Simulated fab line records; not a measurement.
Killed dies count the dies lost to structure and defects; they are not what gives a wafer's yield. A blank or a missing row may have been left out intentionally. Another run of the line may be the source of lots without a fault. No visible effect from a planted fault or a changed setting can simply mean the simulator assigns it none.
What tool caused it?	flow sky130	36 wafers from 12 lots sampled at 6 of the route's 708 steps

== WHAT THE GAUGES READ, wafer by wafer ==
SKY_VT_ADJUST_NCORE_CD_MEAS_07: target cd 380 nm.
lot	measured	on	cdNm (nm)
L347	day 8 07:37	cdSem-02	379.3 382.8 382.5
L350	day 9 10:39	cdSem-02	- - -
L352	day 10 01:28	cdSem-02	379.4 380.3 378.9
L355	day 10 19:50	cdSem-01	379.4 380.9 377.1
L360	day 12 11:18	cdSem-01	384.7 384.5 385.1
L361	day 12 18:22	cdSem-01	378.4 380.4 378.1
L363	day 13 04:15	cdSem-02	382.2 380.3 380.6
L366	day 14 00:38	cdSem-02	381.0 377.9 378.2
L367	day 14 06:44	cdSem-02	377.5 374.5 375.8
L368	day 14 12:29	cdSem-01	381.4 381.5 381.0
L369	day 15 04:43	cdSem-02	381.0 378.5 380.6
L370	day 15 09:06	cdSem-01	379.0 379.7 378.4

SKY_VT_ADJUST_NCORE_TW_MEAS_11.
lot	measured	on	VT_ADJUST_NCORE_TW
L347	day 8 08:02	filmMetro-01	222.1 223.6 222.8
L350	day 9 11:03	filmMetro-02	30.3 30.3 30.3
L352	day 10 01:51	filmMetro-03	218.3 218.6 220.5
L355	day 10 20:14	filmMetro-03	218.3 219.2 219.2
L360	day 12 11:42	filmMetro-01	223.9 224.2 224.5
L361	day 12 18:47	filmMetro-03	219.2 217.1 216.8
L363	day 13 04:38	filmMetro-01	224.5 223.6 223.8
L366	day 14 01:02	filmMetro-01	221.3 221.7 222.4
L367	day 14 07:20	filmMetro-03	218.7 219.5 219.0
L368	day 14 12:52	filmMetro-03	218.1 220.7 218.5
L369	day 15 05:07	filmMetro-02	222.5 222.9 222.0
L370	day 15 09:29	filmMetro-03	219.4 220.3 219.3

SKY_SONOS_TUNNEL_CD_MEAS_07: target cd 410 nm.
lot	measured	on	cdNm (nm)
L347	day 11 02:34	cdSem-02	408.0 408.2 408.0
L350	day 12 08:21	cdSem-02	410.6 410.7 410.7
L352	day 13 01:22	cdSem-02	414.5 411.7 413.3
L355	day 13 20:59	cdSem-02	410.2 409.4 408.4
L360	day 15 16:54	cdSem-02	411.6 410.0 408.3
L361	day 15 23:49	cdSem-02	406.4 408.0 408.0
L363	day 16 11:15	cdSem-01	406.9 407.4 405.8
L366	day 17 12:49	cdSem-01	407.8 407.0 406.7
L367	day 17 20:36	cdSem-02	405.6 407.5 407.7
L368	day 18 01:29	cdSem-01	407.3 407.0 404.9
L369	day 18 19:51	cdSem-01	406.3 407.0 408.0
L370	day 19 02:26	cdSem-01	410.3 412.6 410.8

SKY_SONOS_TUNNEL_OVL_MEAS_08.
lot	measured	on	SONOS_TUNNEL_OVL (nm)
L347	day 11 02:41	overlay-02	0.3 -1.7 0.8
L350	day 12 08:27	overlay-02	-0.3 1.3 0.2
L352	day 13 01:28	overlay-01	-0.3 -2.0 0.9
L355	day 13 21:06	overlay-02	2.4 1.3 -0.9
L360	day 15 17:01	overlay-01	-1.2 -1.0 -2.1
L361	day 15 23:56	overlay-01	0.4 1.6 0.7
L363	day 16 11:21	overlay-01	0.0 1.1 1.6
L366	day 17 12:56	overlay-01	0.9 1.2 0.0
L367	day 17 20:42	overlay-02	0.8 2.7 1.7
L368	day 18 01:34	overlay-02	0.3 1.3 1.0
L369	day 18 19:57	overlay-01	0.0 0.1 -0.7
L370	day 19 02:33	overlay-01	1.7 0.4 1.0

== TOOL THAT RAN EACH LOT (tool first, then ch and the chambers of the sampled wafers, then the start) ==
lot	SKY_DNWELL_STRIP_08	SKY_VT_ADJUST_NCORE_EXPOSE_04
L347	plasmaAsher-04 ch 0,1, day 3 01:31	ilineStepper-01 ch 0, day 7 22:09
L350	plasmaAsher-02 ch 0,1, day 3 21:11	ilineStepper-01 ch 0, day 9 00:36
L352	plasmaAsher-02 ch 0,1, day 4 08:28	ilineStepper-01 ch 0, day 9 14:37
L355	plasmaAsher-02 ch 0,1, day 4 22:56	ilineStepper-02 ch 0, day 10 08:30
L360	plasmaAsher-03 ch 0,1, day 6 03:37	ilineStepper-01 ch 0, day 12 00:16
L361	plasmaAsher-02 ch 0,1, day 6 09:50	ilineStepper-02 ch 0, day 12 06:36
L363	plasmaAsher-03 ch 0,1, day 6 17:35	ilineStepper-02 ch 0, day 12 16:35
L366	plasmaAsher-02 ch 0, day 7 10:17	ilineStepper-02 ch 0, day 13 12:50
L367	plasmaAsher-02 ch 1, day 7 14:22	ilineStepper-02 ch 0, day 13 18:50
L368	plasmaAsher-02 ch 0,1, day 7 19:15	ilineStepper-01 ch 0, day 13 23:43
L369	plasmaAsher-04 ch 0,1, day 8 06:25	ilineStepper-02 ch 0, day 14 14:58
L370	plasmaAsher-02 ch 0,1, day 8 11:50	ilineStepper-01 ch 0, day 14 19:58
- SKY_DNWELL_STRIP_08: strips in O2/N2.
- SKY_VT_ADJUST_NCORE_EXPOSE_04: exposes mask LVTN COMPLEMENT THIN, target cd 380 nm.

== WHAT THE TOOLS THEMSELVES READ (means of the sampled wafers that have a number; where no wafer has one, the mark that the record gives instead) ==
SKY_DNWELL_STRIP_08.
lot	tool	drypumpMotorCurrentA (A)	oesProductAu (a.u.)	stripTimeToEndpointS (s)
L347	plasmaAsher-04	5.9	0.724	36.97
L350	plasmaAsher-02	5.7	0.728	37.05
L352	plasmaAsher-02	5.8	0.722	36.95
L355	plasmaAsher-02	5.8	0.727	36.98
L360	plasmaAsher-03	5.2	0.719	36.90
L361	plasmaAsher-02	5.8	0.728	37.10
L363	plasmaAsher-03	5.2	0.725	36.89
L366	plasmaAsher-02	5.7	0.727	36.95
L367	plasmaAsher-02	5.8	0.726	36.82
L368	plasmaAsher-02	5.8	0.723	37.09
L369	plasmaAsher-04	6.0	0.721	37.17
L370	plasmaAsher-02	5.8	0.721	36.96

== THE ANSWER, worked out from the rows above alone ==
Rule: what is usual is taken from the lots themselves. Put in order of their means at a reading, lots are off if they are a third of the lots or fewer, leave a main group of 4 or more, and stand apart from it by a gap of 3 or more times the standard deviation of the main group's means; of several such gaps the widest counts. If all means in a main group match to the digits the tables above print for the reading, that group is not used. A lot without any number at a reading at which 4 lots or more have one is off too. The other lots that the step has rows for count as sound. After the gauges, taken in route order, come the tools' own readings; for these a lot's mean is taken, as printed above. The first step at which some lot is off is used, and at that step the reading that is off furthest; a lot without a number counts as furthest.
Off, at SKY_VT_ADJUST_NCORE_CD_MEAS_07 on cdNm: L350. Without a number there: L350. The main group has a mean of 380.0 nm with a standard deviation of 2.1.
If a tool, at a process step before that reading, ran all the lots that are off and no sound lot after the first of them, it fits. The gauges at SKY_VT_ADJUST_NCORE_CD_MEAS_07 aren't tried: what is off there is off at SKY_VT_ADJUST_NCORE_TW_MEAS_11 too, on other tools, and a gauge's error can't cause that. No candidate that was tried fits.

== WHAT WAS PUT IN BY THE SIMULATOR ==
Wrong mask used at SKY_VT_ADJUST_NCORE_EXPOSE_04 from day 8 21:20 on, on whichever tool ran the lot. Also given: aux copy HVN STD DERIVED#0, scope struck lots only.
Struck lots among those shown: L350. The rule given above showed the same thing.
